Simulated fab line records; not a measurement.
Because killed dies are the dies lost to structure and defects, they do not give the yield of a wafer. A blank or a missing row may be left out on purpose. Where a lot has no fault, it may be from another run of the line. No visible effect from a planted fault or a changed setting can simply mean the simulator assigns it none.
Which of the tools did it? / flow gf180mcu / 14 lots, 42 wafers sampled, at 5 steps of a route of 602

== WHAT THE GAUGES READ, wafer by wafer ==
GF_STI_THK_MEAS_04.
lot=L806; measured=day 1 15:07; on=film_metro-04; STI_CVD_03_THK (nm)=210.8 212.4 211.1
lot=L807; measured=day 1 19:26; on=film_metro-02; STI_CVD_03_THK (nm)=211.5 211.9 210.8
lot=L808; measured=day 2 00:56; on=film_metro-04; STI_CVD_03_THK (nm)=207.9 208.1 206.7
lot=L809; measured=day 2 04:34; on=film_metro-02; STI_CVD_03_THK (nm)=207.4 207.4 205.7
lot=L811; measured=day 2 14:34; on=film_metro-02; STI_CVD_03_THK (nm)=206.3 207.5 205.0
lot=L812; measured=day 2 21:01; on=film_metro-04; STI_CVD_03_THK (nm)=208.6 209.6 208.4
lot=L815; measured=day 3 10:34; on=film_metro-04; STI_CVD_03_THK (nm)=205.3 207.3 205.1
lot=L816; measured=day 3 15:34; on=film_metro-01; STI_CVD_03_THK (nm)=207.7 206.9 206.9
lot=L817; measured=day 3 22:49; on=film_metro-01; STI_CVD_03_THK (nm)=207.2 207.5 208.5
lot=L822; measured=day 4 22:42; on=film_metro-04; STI_CVD_03_THK (nm)=209.8 208.8 209.9
lot=L824; measured=day 5 07:44; on=film_metro-04; STI_CVD_03_THK (nm)=207.3 208.0 206.3
lot=L827; measured=day 5 22:34; on=film_metro-04; STI_CVD_03_THK (nm)=208.8 209.0 209.7
lot=L828; measured=day 6 03:35; on=film_metro-02; STI_CVD_03_THK (nm)=208.6 210.3 210.0
lot=L829; measured=day 6 08:34; on=film_metro-02; STI_CVD_03_THK (nm)=209.2 208.2 209.6

GF_STI_THK_MEAS_24.
lot=L806; measured=day 2 04:32; on=film_metro-04; STI_CVD_23_THK (nm)=650 651 646
lot=L807; measured=day 2 09:10; on=film_metro-04; STI_CVD_23_THK (nm)=645 648 648
lot=L808; measured=day 2 16:55; on=film_metro-04; STI_CVD_23_THK (nm)=643 645 652
lot=L809; measured=day 2 19:34; on=film_metro-01; STI_CVD_23_THK (nm)=647 657 658
lot=L811; measured=day 3 04:47; on=film_metro-01; STI_CVD_23_THK (nm)=645 642 654
lot=L812; measured=day 3 11:50; on=film_metro-04; STI_CVD_23_THK (nm)=641 641 641
lot=L815; measured=day 4 01:55; on=film_metro-02; STI_CVD_23_THK (nm)=636 638 640
lot=L816; measured=day 4 05:58; on=film_metro-04; STI_CVD_23_THK (nm)=649 652 646
lot=L817; measured=day 4 15:47; on=film_metro-04; STI_CVD_23_THK (nm)=647 642 640
lot=L822; measured=day 5 15:21; on=film_metro-04; STI_CVD_23_THK (nm)=384 388 640 384 388 640
lot=L824; measured=day 6 00:00; on=film_metro-02; STI_CVD_23_THK (nm)=639 394 650 639 395 650
lot=L827; measured=day 6 16:02; on=film_metro-02; STI_CVD_23_THK (nm)=630 641 649
lot=L828; measured=day 6 21:04; on=film_metro-01; STI_CVD_23_THK (nm)=646 643 655
lot=L829; measured=day 7 01:10; on=film_metro-04; STI_CVD_23_THK (nm)=646 657 640

GF_DNWELL_TW_MEAS_09.
lot=L806; measured=day 2 19:52; on=film_metro-01; DNWELL_TW=1352 1350 1346
lot=L807; measured=day 3 00:05; on=film_metro-03; DNWELL_TW=1332 1337 1333
lot=L808; measured=day 3 09:55; on=film_metro-04; DNWELL_TW=1350 1344 1351
lot=L809; measured=day 3 11:28; on=film_metro-04; DNWELL_TW=1341 1338 1338
lot=L811; measured=day 3 20:37; on=film_metro-03; DNWELL_TW=1333 1347 1338
lot=L812; measured=day 4 03:26; on=film_metro-01; DNWELL_TW=1347 1352 1348
lot=L815; measured=day 4 19:18; on=film_metro-01; DNWELL_TW=1360 1363 1354
lot=L816; measured=day 5 02:43; on=film_metro-03; DNWELL_TW=1337 1331 1336
lot=L817; measured=day 5 07:43; on=film_metro-01; DNWELL_TW=1358 1356 1358
lot=L822; measured=day 6 09:18; on=film_metro-01; DNWELL_TW=1342
lot=L824; measured=day 6 18:26; on=film_metro-01; DNWELL_TW=1337 1349
lot=L827; measured=day 7 10:29; on=film_metro-03; DNWELL_TW=1342 1348 1346
lot=L828; measured=day 7 15:37; on=film_metro-04; DNWELL_TW=1348 1343 1344
lot=L829; measured=day 7 19:55; on=film_metro-03; DNWELL_TW=1351 1343 1346

== WHAT TOOL EACH LOT RAN ON (gives the tool, then ch and the chambers of the sampled wafers, and finally the start) ==
lot=L806; GF_STI_CVD_23=hdpcvd-02 ch 0,1,2, day 2 04:28; GF_STI_CMP_25=cmp-02 ch 1,2,3, day 2 04:43
lot=L807; GF_STI_CVD_23=hdpcvd-02 ch 0,1,2, day 2 09:05; GF_STI_CMP_25=cmp-02 ch 0,1, day 2 09:13
lot=L808; GF_STI_CVD_23=hdpcvd-02 ch 0,1, day 2 16:49; GF_STI_CMP_25=cmp-01 ch 0,2,3, day 2 17:00
lot=L809; GF_STI_CVD_23=hdpcvd-02 ch 0,1, day 2 19:29; GF_STI_CMP_25=cmp-02 ch 0,1,2, day 2 19:38
lot=L811; GF_STI_CVD_23=hdpcvd-02 ch 0,1,2, day 3 04:42; GF_STI_CMP_25=cmp-02 ch 0,2, day 3 04:53
lot=L812; GF_STI_CVD_23=hdpcvd-01 ch 1,2, day 3 11:45; GF_STI_CMP_25=cmp-02 ch 1,3, day 3 11:53
lot=L815; GF_STI_CVD_23=hdpcvd-01 ch 0,1,2, day 4 01:51; GF_STI_CMP_25=cmp-01 ch 0,2,3, day 4 01:59
lot=L816; GF_STI_CVD_23=hdpcvd-02 ch 0,1,2, day 4 05:53; GF_STI_CMP_25=cmp-02 ch 0,2, day 4 06:04
lot=L817; GF_STI_CVD_23=hdpcvd-02 ch 0,1,2, day 4 15:42; GF_STI_CMP_25=cmp-01 ch 0,2,3, day 4 15:50
lot=L822; GF_STI_CVD_23=hdpcvd-02 ch 0,1, day 5 15:17; GF_STI_CMP_25=cmp-01 ch 0,1, day 5 17:29
lot=L824; GF_STI_CVD_23=hdpcvd-02 ch 0,1, day 5 23:55; GF_STI_CMP_25=cmp-02 ch 1,3, day 6 03:23
lot=L827; GF_STI_CVD_23=hdpcvd-01 ch 0,2, day 6 15:56; GF_STI_CMP_25=cmp-02 ch 0,1, day 6 16:05
lot=L828; GF_STI_CVD_23=hdpcvd-01 ch 0,1,2, day 6 20:58; GF_STI_CMP_25=cmp-02 ch 2,3, day 6 21:10
lot=L829; GF_STI_CVD_23=hdpcvd-01 ch 0,2, day 7 01:05; GF_STI_CMP_25=cmp-02 ch 0,3, day 7 01:13
- GF_STI_CVD_23: deposits SiO2, target thk 650 nm, time 108.3 s.
- GF_STI_CMP_25: polishes, stops on Si3N4, t overpolish 33 s, target thk 524.6 nm.

== AS READ BY THE TOOLS THEMSELVES (means over the sampled wafers that have a number; for cases with no such wafer, the mark the record gives instead) ==
GF_STI_CMP_25.
lot=L806; tool=cmp-02; motor_current_A (A)=12.2; time_to_endpoint_s (s)=121
lot=L807; tool=cmp-02; motor_current_A (A)=12.2; time_to_endpoint_s (s)=122
lot=L808; tool=cmp-01; motor_current_A (A)=11.5; time_to_endpoint_s (s)=131
lot=L809; tool=cmp-02; motor_current_A (A)=12.0; time_to_endpoint_s (s)=127
lot=L811; tool=cmp-02; motor_current_A (A)=12.4; time_to_endpoint_s (s)=128
lot=L812; tool=cmp-02; motor_current_A (A)=12.1; time_to_endpoint_s (s)=124
lot=L815; tool=cmp-01; motor_current_A (A)=11.3; time_to_endpoint_s (s)=130
lot=L816; tool=cmp-02; motor_current_A (A)=12.4; time_to_endpoint_s (s)=126
lot=L817; tool=cmp-01; motor_current_A (A)=11.4; time_to_endpoint_s (s)=122
lot=L822; tool=cmp-01; motor_current_A (A)=12.2; time_to_endpoint_s (s)=93
lot=L824; tool=cmp-02; motor_current_A (A)=12.0; time_to_endpoint_s (s)=106
lot=L827; tool=cmp-02; motor_current_A (A)=11.7; time_to_endpoint_s (s)=126
lot=L828; tool=cmp-02; motor_current_A (A)=12.8; time_to_endpoint_s (s)=124
lot=L829; tool=cmp-02; motor_current_A (A)=12.2; time_to_endpoint_s (s)=125

== THE ANSWER, worked out from the rows above alone ==
Rule: the lots themselves supply what counts as usual. The widest of any qualifying gaps counts: lots, ordered by their means at a reading, are off when they make up no more than a third of the lots, leave a main group of 4 or more, and stand apart from it by 3 or more times the standard deviation of that group's means. If all means in a main group match to the digits the tables above print for the reading, that group is not used. A lot without any number at a reading at which 4 lots or more have one is off too. All remaining lots with rows at the step are treated as sound. The gauges are gone through in route order, then the tools' own readings, and for those a lot's mean is taken as printed above. At the first step where some lot is off, the reading lying furthest off is the one used; lots without a number count as furthest.
Off: at GF_STI_THK_MEAS_24 (STI_CVD_23_THK), L822, L824. Mean 646 nm and standard deviation 4.3 in the main group.
A tool fits if, at a process step before that reading, it ran every lot that is off, and no sound lot after the first of them. Not tried: the gauges at GF_STI_THK_MEAS_24; whatever is off there is also off at GF_STI_CMP_25, on other tools, and gauge error can't account for it. One fits: GF_STI_CVD_23 on hdpcvd-02. Its last sound lot is L817 (day 4 15:42), its first lot that is off L822 (day 5 15:17): a fault that began between those two fits.

== WHAT THE SIMULATOR PUT IN ==
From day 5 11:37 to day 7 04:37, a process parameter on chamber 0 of hdpcvd-02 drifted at GF_STI_CVD_23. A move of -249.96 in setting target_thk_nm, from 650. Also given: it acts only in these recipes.
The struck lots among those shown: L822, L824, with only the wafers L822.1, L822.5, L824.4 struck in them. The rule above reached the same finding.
